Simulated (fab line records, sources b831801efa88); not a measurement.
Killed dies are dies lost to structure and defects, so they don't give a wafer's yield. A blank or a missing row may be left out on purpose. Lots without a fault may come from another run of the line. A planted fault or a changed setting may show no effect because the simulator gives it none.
One fault seen from 2 desks | flow sky130 | each desk has only its own numbers; what lay behind them comes last

THE TOOL OWNER'S DESK: rie_diel-01
The tool's own readings at SKY_VIA1_ETCH_14 (etches BARC in N2/H2, stops on SiO2, time 45.9 s, target depth 60 nm): means of the sampled wafers that have a number, for each lot that ran on this tool. A lot is out of limits, marked OUT, if its mean lies more than 4 standard deviations from the usual mean; the brackets give that distance.
Columns: A = drypump_motor_current_A at SKY_VIA1_ETCH_14, usual 5.9 A; B = h2_flow_sccm at SKY_VIA1_ETCH_14, usual 200.0 sccm; C = oes_product_au at SKY_VIA1_ETCH_14, usual 0.856 a.u.; D = run_length_s at SKY_VIA1_ETCH_14, usual 74.1 s; E = throttle_valve_pct at SKY_VIA1_ETCH_14, usual 13.225 %
lot  | first seen here | A   | B     | C               | D              | E
L528 | day 33 22:56    | 6.1 | 200.0 | 0.858           | 74.4           | 13.218
L529 | day 34 02:35    | 6.1 | 200.2 | 0.852           | 74.1           | 13.237
L530 | day 34 19:11    | 6.1 | 199.7 | 0.853           | 74.3           | 13.231
L537 | day 37 02:47    | 6.1 | 200.1 | 0.858           | 74.2           | 13.221
L538 | day 37 11:26    | 6.1 | 199.4 | 0.777 (-18) OUT | 83.2 (+19) OUT | 13.218
L541 | day 38 11:34    | 6.2 | 200.7 | 0.776 (-18) OUT | 83.0 (+18) OUT | 13.219
This desk's finding: out of limits on L538, L541; first on L538, day 37 11:26 (oes_product_au at SKY_VIA1_ETCH_14). In limits: L528, L529, L530, L537.

THE METROLOGY DESK
What the gauges read, lot by lot, whatever tool the lot ran on: means of the sampled wafers that have a number. A lot is out of limits, marked OUT, if its mean lies more than 4 standard deviations from the usual mean; the brackets give that distance.
Columns: A = METAL1_ALCU_RS at SKY_METAL1_RS_MEAS_05, usual 0.1264 ohm/sq
lot  | first seen here | A
L528 | day 31 15:42    | 0.1269
L529 | day 31 19:11    | 0.1260
L530 | day 32 11:53    | 0.1266
L531 | day 33 00:42    | 0.1264
L537 | day 34 21:50    | 0.1282
L538 | day 35 05:14    | 0.1269
L541 | day 36 06:11    | 0.1253
L543 | day 37 03:25    | 0.1272
L546 | day 37 16:53    | 0.1259
L551 | day 38 22:14    | 0.1277
This desk's finding: nothing out of limits on any of the 10 lots.

PUT TOGETHER
The tool owner's desk could have raised an alarm at day 37 11:26, on L538, L541.
The metrology desk saw nothing out of limits.
The metrology desk has L538, L541 on record, within its limits.
Of the lots named, all ran SKY_VIA1_ETCH_14 on rie_diel-01.

WHAT THE SIMULATOR HAD PUT IN
Process parameter drift: rie_diel-01, from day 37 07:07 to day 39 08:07, at SKY_VIA1_ETCH_14. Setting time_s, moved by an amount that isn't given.
Lots struck among those shown: L538, L541.
Hours from the fault's start to each desk's first reading out of limits: the tool owner's desk, 4.
